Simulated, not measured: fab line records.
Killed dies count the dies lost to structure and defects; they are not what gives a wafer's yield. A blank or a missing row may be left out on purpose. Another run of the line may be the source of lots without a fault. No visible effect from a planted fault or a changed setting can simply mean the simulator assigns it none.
A lot that was struck, set against a sound lot | flow sky130 | 15 out of 708 route steps
Sound: these wafers, L852.1, L852.3, L852.5. Struck: wafers L857.1, L857.3, L857.6. The cause comes at the end.
Order at every step that has rows: each side's tool, ch and its chambers, its first start. Under that, the readings that differ: sound wafers | struck wafers | difference of the means | sigmas: that difference in standard deviations of wafers without a fault.
alike: readings with means less than 2 such deviations apart, plus words and numbers identical on both sides. not compared: withheld readings, readings lacking a value on some wafer, bounds such as >300 that could conceal the same value, and numbers that have no deviation in the record and whose values overlap.
A row with sigmas, a row that says differs or no value, or rows on one side alone: a step with any of these is where the two part. When numbers do not overlap yet have no deviation, they are printed without sigmas and do not part them. Lack of a reading on every wafer of one side parts them only where that side has two or more wafers.

SKY_LDD_HVP_TW_MEAS_10:
  sound on filmMetro-01 at day 26 12:07; struck on filmMetro-01 at day 28 01:25
  alike: LDD_HVP_TW
then, 7 steps without rows for these wafers: SKY_LDD_LDN_DEHYDRATE_00 (time 60 s); SKY_LDD_LDN_HMDS_01 (prime time 60 s); SKY_LDD_LDN_COAT_02 (resist thk 1140 nm); SKY_LDD_LDN_SOFTBAKE_03 (time 60 s); SKY_LDD_LDN_EXPOSE_04 (exposes mask LDNTM, target cd 700 nm); SKY_LDD_LDN_PEB_05; SKY_LDD_LDN_DEVELOP_06 (develop time 57.14 s).
SKY_LDD_LDN_OVL_MEAS_07:
  sound on overlay-02 at day 27 16:28; struck on overlay-01 at day 29 05:22
  alike: LDD_LDN_OVL
then, 3 steps without rows for these wafers: SKY_LDD_LDN_IMPLANT_08; SKY_LDD_LDN_IMPLANT_09; SKY_LDD_LDN_IMPLANT_10.
SKY_LDD_LDN_IMPLANT_11:
  sound on implanter-04 ch 0, day 27 16:58; struck on implanter-04 ch 0, day 29 05:52
reading                  | sound                | struck               | difference | sigmas
beamEnergyKeV            | 14.994 14.995 14.994 | 15.807 15.799 15.807 | +0.810     | +99 or more
model.implant.rpNm (nm)  | 12.78 12.78 12.78    | 12.83 12.83 12.83    | +0.05      | 
model.implant.drpNm (nm) | 5.933 5.933 5.933    | 6.146 6.146 6.146    | +0.213     | 
SKY_LDD_LDN_STRIP_12: strips in O2/N2.
  sound on plasmaAsher-02 ch 0,1, day 27 17:07; struck on plasmaAsher-01 ch 0,1, day 29 06:01
  alike: drypumpMotorCurrentA, oesProductAu, stripTimeToEndpointS
  not compared: rfHoursCounterH
-- here the record skips 21 days between the struck wafers' starts before and after, leaving off in module LDD_LDN and picking up in module PAD_OPEN (first step shown: number 708 of the route) --
SKY_PAD_OPEN_PROBE_99:
  sound on prober-01 at day 48 18:11; struck on prober-02 at day 50 00:22
reading          | sound  | struck   | difference | sigmas
killedAtFrontEnd | 8 8 16 | 19 25 13 | +8         | +2
  alike: killed_at_M0_to_M3, killed_at_M4_up, killedAtContacts, killedAtOther, killedDies, killedOpen, killedShort

## WHERE THEY PART
Last at SKY_PAD_OPEN_PROBE_99 as far as this record goes, first at SKY_LDD_LDN_IMPLANT_11.

WHY: what had been put in by the simulator
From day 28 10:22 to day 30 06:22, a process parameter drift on implanter-04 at SKY_LDD_LDN_IMPLANT_11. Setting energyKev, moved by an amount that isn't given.
